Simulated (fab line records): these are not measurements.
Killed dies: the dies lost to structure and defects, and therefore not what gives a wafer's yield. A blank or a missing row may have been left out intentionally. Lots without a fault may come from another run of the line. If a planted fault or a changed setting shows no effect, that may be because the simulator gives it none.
A lot that was struck, set against a sound lot / flow sky130 / 22 steps out of a route of 708
Sound: wafers L848.2, L848.3, L848.5. Wafers struck: L858.1, L858.2, L858.6. At the end, the cause is stated.
Each step with rows lists, per side, the tool, then ch with its chambers, then its first start. Under that, the readings that differ: sound wafers / struck wafers / difference of the means / sigmas: that difference in standard deviations of wafers without a fault.
alike: readings with means less than 2 such deviations apart, plus words and numbers identical on both sides. not compared: withheld readings, readings lacking a value on some wafer, bounds such as >300 that could conceal the same value, and numbers that have no deviation in the record and whose values overlap.
The two part at a step that has a row with sigmas, a row that says differs or no value, or rows on one side only. When numbers do not overlap yet have no deviation, they are printed without sigmas and do not part them. A reading that every wafer of one side lacks parts them only if that side has two wafers or more.

SKY_METAL3_ETCH_17: etches SiO2 in C4F8/O2/Ar, stops on TiN, time 3.9 s, target depth 15 nm.
  sound on rieDiel-03 ch 0,2,3, day 38 20:43; struck on rieDiel-03 ch 1,3, day 42 03:49
  alike: oesProductAu
  not compared: rfHoursCounterH
SKY_METAL3_METAL_ETCH_18: etches the open film in Cl2/BCl3, stops on SiO2, target depth 845 nm, time 183.1 s.
  sound on rieMetal-02 ch 0,1, day 38 20:44; struck on rieMetal-02 ch 0,1, day 42 03:50
  alike: drypumpMotorCurrentA, oesProductAu, throttleValvePct
  not compared: rfHoursCounterH
SKY_METAL3_STRIP_19: strips in O2/N2.
  sound on plasmaAsher-04 ch 0,1, day 38 20:54; struck on plasmaAsher-02 ch 0,1, day 42 04:00
  alike: drypumpMotorCurrentA, oesProductAu, stripTimeToEndpointS
  not compared: rfHoursCounterH
then, 4 steps without rows for these wafers: SKY_METAL3_STRIP_20 (strips in post etch residue remover, time 1200 s); SKY_METAL3_CLEAN_21 (cleans in IPA, time 180 s); SKY_METAL3_CLEAN_22 (cleans in O3/DIW); SKY_VIA3_HDPCVD_00 (deposits SiO2, target thk 1635 nm, time 272.5 s).
SKY_VIA3_THK_MEAS_01:
  sound on filmMetro-01, day 38 21:46; struck on filmMetro-04, day 42 04:48
reading=VIA3_HDPCVD_THK (nm); sound=1640 1643 1670; struck=1620 1590 1622; difference=-40; sigmas=-2
SKY_VIA3_CMP_02: polishes SiO2.
  sound on cmp-02 ch 0,3, day 38 21:49; struck on cmp-02 ch 0,1,2, day 42 05:19
  alike: motorCurrentA
SKY_VIA3_BOW_MEAS_03:
  sound on filmMetro-02, day 38 22:08; struck on filmMetro-04, day 42 05:34
  alike: VIA3_BOW
then, 2 steps without rows for these wafers: SKY_VIA3_DEHYDRATE_04 (time 60 s); SKY_VIA3_HMDS_05 (prime time 60 s).
SKY_VIA3_COAT_06: resist thk 60 nm.
  sound on lithoTrack-04 ch 0, day 39 10:09; struck on lithoTrack-01 ch 0, day 42 16:10
reading=spinSpeedRpm (rpm); sound=2997.8 3000.9 3000.3; struck=3174.3 3173.3 3175.4; difference=+174.7; sigmas=+99 or more
then, 5 steps without rows for these wafers: SKY_VIA3_COAT_07 (resist thk 450 nm); SKY_VIA3_SOFTBAKE_08 (time 90 s); SKY_VIA3_EXPOSE_09 (exposes mask VIM3, target cd 200 nm); SKY_VIA3_PEB_10; SKY_VIA3_DEVELOP_11 (develop time 60 s).
SKY_VIA3_CD_MEAS_12 targets a cd of 200 nm.
  sound on cdSem-01, day 39 22:10; struck on cdSem-02, day 43 04:03
  alike: cdNm
SKY_VIA3_OVL_MEAS_13:
  sound on overlay-02, day 39 22:16; struck on overlay-02, day 43 04:10
  alike: VIA3_OVL
SKY_VIA3_ETCH_14: etches BARC in N2/H2, stops on SiO2, time 45.9 s, target depth 60 nm.
  sound on rieDiel-02 ch 0,2, day 39 22:18; struck on rieDiel-02 ch 1,2,3, day 43 04:12
reading=oesProductAu (a.u.); sound=0.858 0.853 0.847; struck=0.842 0.851 0.835; difference=-0.010; sigmas=-2
reading=model.etch.depthNm (nm); sound=60.31 60.23 60.25; struck=58.66 58.49 58.63; difference=-1.67; sigmas=
  alike: drypumpMotorCurrentA, h2FlowSccm, throttleValvePct
  not compared: rfHoursCounterH
SKY_VIA3_ETCH_15: etches SiO2 in C4F8/O2/Ar, stops on TiN, target depth 507 nm, time 78 s.
  sound on rieDiel-02 ch 0,2, day 39 22:21; struck on rieDiel-02 ch 1,2,3, day 43 04:15
  alike: oesProductAu
  not compared: rfHoursCounterH

WHERE THEY PART
At SKY_VIA3_THK_MEAS_01 first; at SKY_VIA3_ETCH_14 last (within this record only). Later steps at which nothing parts them and some readings are alike: SKY_VIA3_ETCH_15.

WHY: what had been put in by the simulator
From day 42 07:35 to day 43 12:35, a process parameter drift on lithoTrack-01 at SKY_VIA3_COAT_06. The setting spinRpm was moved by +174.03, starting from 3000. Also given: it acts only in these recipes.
